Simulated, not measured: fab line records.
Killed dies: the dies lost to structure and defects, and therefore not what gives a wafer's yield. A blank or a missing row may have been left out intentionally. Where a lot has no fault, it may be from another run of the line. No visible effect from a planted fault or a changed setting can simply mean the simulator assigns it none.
Which tool is to blame? ; flow gf180mcu ; 6 lots (18 wafers sampled), 1 step of a 602-step route

WHAT THE GAUGES SHOWED, per wafer
GF_M2_THK_MEAS_06: measures by xrf.
lot;measured;on;M2_ALCU_THK (nm)
L845;day 19 02:47;film_metro-03;448 434 439
L848;day 20 02:52;film_metro-04;454 446 446
L851;day 21 05:20;film_metro-04;450 446 443
L852;day 21 14:38;film_metro-03;444 441 441
L854;day 22 15:21;film_metro-02;456 434 447
L859;day 23 19:55;film_metro-02;452 451 450

TOOL THAT RAN EACH LOT (tool first, then ch and the chambers of the sampled wafers, then the start)
There is no process step in the record ahead of these readings.

THE ANSWER, worked out from the rows above alone
Rule: what is usual is taken from the lots themselves. Put in order of their means at a reading, lots are off if they are a third of the lots or fewer, leave a main group of 4 or more, and stand apart from it by a gap of 3 or more times the standard deviation of the main group's means; of several such gaps the widest counts. If all means in a main group match to the digits the tables above print for the reading, that group is not used. A lot without any number at a reading at which 4 lots or more have one is off too. The other lots that the step has rows for count as sound.
No lot is off at any reading shown: from this, nothing can be told.

WHAT THE SIMULATOR HAD PUT IN
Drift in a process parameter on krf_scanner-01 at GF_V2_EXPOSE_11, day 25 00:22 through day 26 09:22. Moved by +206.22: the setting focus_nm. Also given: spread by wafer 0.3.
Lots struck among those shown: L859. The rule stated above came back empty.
